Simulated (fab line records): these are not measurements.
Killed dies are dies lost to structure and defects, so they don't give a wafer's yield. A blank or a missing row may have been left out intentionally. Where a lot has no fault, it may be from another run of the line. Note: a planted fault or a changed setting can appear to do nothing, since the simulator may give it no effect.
A struck lot beside a sound one ; flow sky130 ; 16 out of 708 route steps
Sound: the wafers L982.2, L982.4, L982.6. Struck: wafer L988.6 (left out: L988.5, a lot-mate that was not struck); the cause follows at the end.
Each step with rows lists, per side, the tool, then ch with its chambers, then its first start. Under that, the readings that differ: sound wafers ; struck wafers ; difference of the means ; sigmas: that difference in standard deviations of wafers without a fault.
alike: a reading whose means differ by less than 2 such deviations, as well as words and numbers matching on both sides. not compared: withheld readings; readings where some wafer has no value; bounds like >300 that might hide an equal value; numbers whose values overlap and for which the record gives no deviation.
A row with sigmas, a row that says differs or no value, or rows on one side alone: a step with any of these is where the two part. Numbers that don't overlap but have no deviation are shown without sigmas and don't part them. A reading missing from all wafers of one side parts the sides only when that side holds two or more wafers.

first, 2 steps without rows for these wafers: SKY_METAL4_PEB_11; SKY_METAL4_DEVELOP_12 (develop time 60 s).
SKY_METAL4_CD_MEAS_13: the cd target is 300 nm.
  sound on cd sem-02 at day 42 03:43; struck on cd sem-02 at day 44 03:20
  alike: cd nm
SKY_METAL4_OVL_MEAS_14:
  sound on overlay-02 at day 42 03:49; struck on overlay-02 at day 44 03:23
  alike: METAL4_OVL
SKY_METAL4_DESCUM_15: chemistry O2, time 8 s.
  sound on rie metal-02 ch 0,1, day 42 03:51; struck on rie metal-02 ch 0, day 44 03:26
  alike: drypump motor current A, oes product au, rf fwd power W
  not compared: rf hours counter h
SKY_METAL4_ETCH_16: etches BARC in N2/H2, stops on SiO2, time 88.2 s, target depth 60 nm.
  sound on rie metal-02 ch 0,1, day 42 03:53; struck on rie metal-02 ch 0, day 44 03:30
reading;sound;struck;difference;sigmas
rf fwd power W (W);496.6 498.9 497.9;494.3;-3.5;-2
  alike: drypump motor current A, h2 flow sccm, oes product au, throttle valve pct
  not compared: rf hours counter h
SKY_METAL4_ETCH_17: etches SiO2 in C4F8/O2/Ar, stops on TiN, time 3.9 s, target depth 15 nm.
  sound on rie diel-04 ch 0,1,2, day 42 03:59; struck on rie diel-04 ch 3, day 44 03:32
  alike: oes product au, rf fwd power W
then, 1 step without rows for these wafers: SKY_METAL4_METAL_ETCH_18 (etches the open film in Cl2/BCl3, stops on SiO2, target depth 845 nm, time 183.1 s).
SKY_METAL4_STRIP_19: strips in O2/N2.
  sound on plasma asher-04 ch 0,1, day 42 04:11; struck on plasma asher-04 ch 0, day 44 03:48
  alike: drypump motor current A, oes product au, strip time to endpoint s
  not compared: rf hours counter h
then, 3 steps without rows for these wafers: SKY_METAL4_STRIP_20 (strips in post etch residue remover, time 1200 s); SKY_METAL4_CLEAN_21 (cleans in IPA, time 180 s); SKY_METAL4_CLEAN_22 (cleans in O3/DIW).
SKY_VIA4_HDPCVD_00: deposits SiO2, target thk 1750 nm, time 291.7 s.
  sound on hdpcvd-01 ch 0,1, day 42 04:47; struck on hdpcvd-02 ch 1, day 44 04:25
reading;sound;struck;difference;sigmas
model.SiO2_of_VIA4_HDPCVD_00.thk nm (nm);1720 1717 1747;1178;-550;
SKY_VIA4_THK_MEAS_01:
  sound on film metro-02 at day 42 04:58; struck on film metro-04 at day 44 04:33
reading;sound;struck;difference;sigmas
VIA4_HDPCVD_THK (nm);1719 1717 1746;1178;-549;-26
SKY_VIA4_CMP_02: polishes SiO2.
  sound on cmp-01 ch 0,2, day 42 05:16; struck on cmp-02 ch 2, day 44 04:46
  alike: motor current A
-- the record jumps here: 4 days lie between the struck wafers' starts before and after (it left off in module VIA4 and takes up again in module PAD_OPEN, whose first step shown is number 708 of the route) --
SKY_PAD_OPEN_PROBE_99:
  sound on prober-01 at day 46 02:54; struck on prober-02 at day 47 20:40
reading;sound;struck;difference;sigmas
model.etest.tester.sort n pass;411 404 385;224;-176;
model.etest.tester.sort yield pct (%);83.54 82.11 78.25;45.53;-35.77;
model.etest.tester.sort_bin_3_pct (%);0.6098 1.22 1.829;38.41;+37.19;
model.etest.met5 comb.leak log10 a um;-12 -11.9 -11.83;-7.029;+4.881;
model.etest.tester.sort_bin_8_pct (%);0 0 0;0.001045;+0.001045;
  alike: defect limited yield, killed_at_M0_to_M3, killed_at_M4_up, killed at contacts, killed at front end, killed at other, killed dies, killed open, killed short

## WHERE THEY PART
First at SKY_METAL4_ETCH_16; last, within this record, at SKY_VIA4_THK_MEAS_01. Later steps at which nothing parts them and some readings are alike: SKY_VIA4_CMP_02, SKY_PAD_OPEN_PROBE_99.

WHY: the cause the simulator had injected
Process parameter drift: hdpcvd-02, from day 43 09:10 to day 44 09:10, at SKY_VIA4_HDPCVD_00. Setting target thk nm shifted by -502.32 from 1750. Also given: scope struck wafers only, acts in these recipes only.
